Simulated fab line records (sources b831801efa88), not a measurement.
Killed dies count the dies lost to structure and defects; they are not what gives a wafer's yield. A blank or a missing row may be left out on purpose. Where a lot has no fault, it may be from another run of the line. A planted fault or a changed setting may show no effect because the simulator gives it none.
Which tool was responsible? / flow gf180mcu / 33 wafers from 11 lots sampled at 5 of the route's 602 steps

## WHAT THE GAUGES SHOWED, per wafer
GF_M1_CD_MEAS_14 targets a cd of 230 nm. Usual: 230.1 nm for cd_nm, sd 1.2.
lot=L939; measured=day 17 15:36; on=cd_sem-02; cd_nm (nm)=230.6 230.2 229.6; flag=
lot=L940; measured=day 18 04:37; on=cd_sem-01; cd_nm (nm)=231.3 230.3 231.5; flag=
lot=L942; measured=day 18 19:23; on=cd_sem-01; cd_nm (nm)=228.9 229.1 229.1; flag=
lot=L946; measured=day 20 05:25; on=cd_sem-02; cd_nm (nm)=229.2 229.8 228.7; flag=
lot=L947; measured=day 20 21:19; on=cd_sem-01; cd_nm (nm)=230.2 230.5 230.4; flag=
lot=L948; measured=day 21 01:40; on=cd_sem-01; cd_nm (nm)=227.9 227.3 226.9; flag=
lot=L949; measured=day 21 11:07; on=cd_sem-02; cd_nm (nm)=230.7 229.4 229.9; flag=
lot=L952; measured=day 22 09:31; on=cd_sem-01; cd_nm (nm)=240.3 239.3 239.4; flag=OFF
lot=L953; measured=day 22 19:58; on=cd_sem-01; cd_nm (nm)=240.9 240.5 239.8; flag=OFF
lot=L959; measured=day 24 17:16; on=cd_sem-02; cd_nm (nm)=229.0 228.4 229.6; flag=
lot=L961; measured=day 25 11:11; on=cd_sem-01; cd_nm (nm)=230.5 231.0 232.8; flag=

## EACH LOT AND THE TOOL THAT RAN IT (in order: tool; ch and the chambers of the sampled wafers; start)
lot=L939; GF_CONTACT_ETCH_16=rie_diel-03 ch 0,2, day 16 15:55; GF_CONTACT_SPUTTER_23=pvd_sputter-01, day 16 16:26; GF_CONTACT_CVD_24=cvd_w-02 ch 0,1, day 16 16:29; GF_M1_COAT_09=litho_track-02 ch 0, day 17 04:09
lot=L940; GF_CONTACT_ETCH_16=rie_diel-03 ch 2,3, day 17 04:01; GF_CONTACT_SPUTTER_23=pvd_sputter-03, day 17 04:32; GF_CONTACT_CVD_24=cvd_w-01 ch 0,1, day 17 04:34; GF_M1_COAT_09=litho_track-02 ch 0, day 17 16:49
lot=L942; GF_CONTACT_ETCH_16=rie_diel-01 ch 2,3, day 17 18:01; GF_CONTACT_SPUTTER_23=pvd_sputter-02, day 17 18:32; GF_CONTACT_CVD_24=cvd_w-02 ch 0,1, day 17 18:36; GF_M1_COAT_09=litho_track-03 ch 0, day 18 07:15
lot=L946; GF_CONTACT_ETCH_16=rie_diel-03 ch 0,1,3, day 19 03:39; GF_CONTACT_SPUTTER_23=pvd_sputter-02, day 19 04:10; GF_CONTACT_CVD_24=cvd_w-01 ch 0,1, day 19 04:14; GF_M1_COAT_09=litho_track-03 ch 0, day 19 17:12
lot=L947; GF_CONTACT_ETCH_16=rie_diel-02 ch 2,3, day 19 19:27; GF_CONTACT_SPUTTER_23=pvd_sputter-02, day 19 19:59; GF_CONTACT_CVD_24=cvd_w-02 ch 0, day 19 20:02; GF_M1_COAT_09=litho_track-01 ch 0, day 20 09:10
lot=L948; GF_CONTACT_ETCH_16=rie_diel-03 ch 1,2,3, day 19 23:49; GF_CONTACT_SPUTTER_23=pvd_sputter-01, day 20 00:20; GF_CONTACT_CVD_24=cvd_w-01 ch 0,1, day 20 00:24; GF_M1_COAT_09=litho_track-03 ch 0, day 20 13:06
lot=L949; GF_CONTACT_ETCH_16=rie_diel-02 ch 1,2,3, day 20 09:27; GF_CONTACT_SPUTTER_23=pvd_sputter-02, day 20 09:59; GF_CONTACT_CVD_24=cvd_w-01 ch 0,1, day 20 10:03; GF_M1_COAT_09=litho_track-01 ch 0, day 20 22:53
lot=L952; GF_CONTACT_ETCH_16=rie_diel-02 ch 1,2, day 21 09:15; GF_CONTACT_SPUTTER_23=pvd_sputter-02, day 21 09:47; GF_CONTACT_CVD_24=cvd_w-01 ch 1, day 21 09:49; GF_M1_COAT_09=litho_track-03 ch 0, day 21 22:05
lot=L953; GF_CONTACT_ETCH_16=rie_diel-03 ch 0,2, day 21 18:50; GF_CONTACT_SPUTTER_23=pvd_sputter-02, day 21 19:22; GF_CONTACT_CVD_24=cvd_w-02 ch 0,1, day 21 19:25; GF_M1_COAT_09=litho_track-03 ch 0, day 22 07:50
lot=L959; GF_CONTACT_ETCH_16=rie_diel-01 ch 2,3, day 23 17:51; GF_CONTACT_SPUTTER_23=pvd_sputter-01, day 23 18:22; GF_CONTACT_CVD_24=cvd_w-01 ch 0,1, day 23 18:25; GF_M1_COAT_09=litho_track-01 ch 0, day 24 05:53
lot=L961; GF_CONTACT_ETCH_16=rie_diel-03 ch 0,1,2, day 24 12:33; GF_CONTACT_SPUTTER_23=pvd_sputter-02, day 24 13:05; GF_CONTACT_CVD_24=cvd_w-01 ch 0,1, day 24 13:10; GF_M1_COAT_09=litho_track-01 ch 0, day 25 00:25
- GF_CONTACT_ETCH_16: etches BARC in N2/H2.
- GF_CONTACT_SPUTTER_23: material TiN, target thk 10 nm, time 40 s.
- GF_CONTACT_CVD_24: deposits W, target thk 300 nm, time 90.339 s.
- GF_M1_COAT_09: resist thk 1000 nm.

## WHAT THE TOOLS THEMSELVES READ (means of the sampled wafers that have a number; where no wafer has one, the mark that the record gives instead)
GF_CONTACT_ETCH_16. Usual: chamber_pressure_mTorr 30.001 mTorr, standard deviation 0.028; drypump_motor_current_A 5.6 A, standard deviation 0.56; oes_product_au 0.854 a.u., standard deviation 0.0045; throttle_valve_pct 13.226 %, standard deviation 0.009.
lot=L939; tool=rie_diel-03; chamber_pressure_mTorr (mTorr)=30.020; drypump_motor_current_A (A)=5.0; oes_product_au (a.u.)=0.855; throttle_valve_pct (%)=13.227; flag=
lot=L940; tool=rie_diel-03; chamber_pressure_mTorr (mTorr)=30.005; drypump_motor_current_A (A)=6.0; oes_product_au (a.u.)=0.854; throttle_valve_pct (%)=13.227; flag=
lot=L942; tool=rie_diel-01; chamber_pressure_mTorr (mTorr)=30.011; drypump_motor_current_A (A)=6.3; oes_product_au (a.u.)=0.853; throttle_valve_pct (%)=13.223; flag=
lot=L946; tool=rie_diel-03; chamber_pressure_mTorr (mTorr)=29.997; drypump_motor_current_A (A)=5.8; oes_product_au (a.u.)=0.850; throttle_valve_pct (%)=13.224; flag=
lot=L947; tool=rie_diel-02; chamber_pressure_mTorr (mTorr)=30.011; drypump_motor_current_A (A)=5.8; oes_product_au (a.u.)=0.851; throttle_valve_pct (%)=13.230; flag=
lot=L948; tool=rie_diel-03; chamber_pressure_mTorr (mTorr)=30.014; drypump_motor_current_A (A)=6.1; oes_product_au (a.u.)=0.855; throttle_valve_pct (%)=13.223; flag=
lot=L949; tool=rie_diel-02; chamber_pressure_mTorr (mTorr)=30.013; drypump_motor_current_A (A)=5.5; oes_product_au (a.u.)=0.852; throttle_valve_pct (%)=13.222; flag=
lot=L952; tool=rie_diel-02; chamber_pressure_mTorr (mTorr)=29.995; drypump_motor_current_A (A)=5.1; oes_product_au (a.u.)=0.857; throttle_valve_pct (%)=13.228; flag=
lot=L953; tool=rie_diel-03; chamber_pressure_mTorr (mTorr)=29.980; drypump_motor_current_A (A)=5.3; oes_product_au (a.u.)=0.859; throttle_valve_pct (%)=13.214; flag=
lot=L959; tool=rie_diel-01; chamber_pressure_mTorr (mTorr)=29.993; drypump_motor_current_A (A)=6.3; oes_product_au (a.u.)=0.855; throttle_valve_pct (%)=13.234; flag=
lot=L961; tool=rie_diel-03; chamber_pressure_mTorr (mTorr)=30.013; drypump_motor_current_A (A)=5.6; oes_product_au (a.u.)=0.855; throttle_valve_pct (%)=13.218; flag=

GF_CONTACT_SPUTTER_23. Usual: 30.1 % for throttle_valve_pct, sd 0.7.
lot=L939; tool=pvd_sputter-01; throttle_valve_pct (%)=29.8; flag=
lot=L940; tool=pvd_sputter-03; throttle_valve_pct (%)=29.3; flag=
lot=L942; tool=pvd_sputter-02; throttle_valve_pct (%)=30.7; flag=
lot=L946; tool=pvd_sputter-02; throttle_valve_pct (%)=30.5; flag=
lot=L947; tool=pvd_sputter-02; throttle_valve_pct (%)=30.3; flag=
lot=L948; tool=pvd_sputter-01; throttle_valve_pct (%)=30.0; flag=
lot=L949; tool=pvd_sputter-02; throttle_valve_pct (%)=30.0; flag=
lot=L952; tool=pvd_sputter-02; throttle_valve_pct (%)=30.9; flag=
lot=L953; tool=pvd_sputter-02; throttle_valve_pct (%)=30.1; flag=
lot=L959; tool=pvd_sputter-01; throttle_valve_pct (%)=29.6; flag=
lot=L961; tool=pvd_sputter-02; throttle_valve_pct (%)=30.0; flag=

GF_CONTACT_CVD_24. Usual: 891 W for heater_power_w, sd 42.
lot=L939; tool=cvd_w-02; heater_power_w (W)=854; flag=
lot=L940; tool=cvd_w-01; heater_power_w (W)=925; flag=
lot=L942; tool=cvd_w-02; heater_power_w (W)=898; flag=
lot=L946; tool=cvd_w-01; heater_power_w (W)=902; flag=
lot=L947; tool=cvd_w-02; heater_power_w (W)=923; flag=
lot=L948; tool=cvd_w-01; heater_power_w (W)=890; flag=
lot=L949; tool=cvd_w-01; heater_power_w (W)=887; flag=
lot=L952; tool=cvd_w-01; heater_power_w (W)=845; flag=
lot=L953; tool=cvd_w-02; heater_power_w (W)=905; flag=
lot=L959; tool=cvd_w-01; heater_power_w (W)=875; flag=
lot=L961; tool=cvd_w-01; heater_power_w (W)=891; flag=

## THE ANSWER, worked out from the rows above alone
Rule: take the mean of a lot's wafers that have a number; if it is more than 3 standard deviations from the usual mean, the lot is off. A lot without any number at a reading at which 4 lots or more have one is off too. Where the step has rows for the other lots, those lots are counted as sound. Order of review: gauges by route order, followed by the tools' own readings, for which a lot's mean as printed above is used. At the first step where some lot is off, the reading lying furthest off is the one used; lots without a number count as furthest.
Off: L952, L953, at GF_M1_CD_MEAS_14 (cd_nm).
If a tool, at a process step before that reading, ran all the lots that are off and no sound lot after the first of them, it fits. Gauges at GF_M1_CD_MEAS_14: tried the same way as those tools. One fits: GF_M1_COAT_09 on litho_track-03. A fault onset in the window from L948 (day 20 13:06, its last sound lot) to L952 (day 21 22:05, its first lot off) fits.

## WHAT THE SIMULATOR HAD PUT IN
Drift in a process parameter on litho_track-03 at GF_M1_COAT_09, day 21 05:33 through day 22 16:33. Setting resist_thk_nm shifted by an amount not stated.
Struck lots among those shown: L952, L953. The rule above found the same.
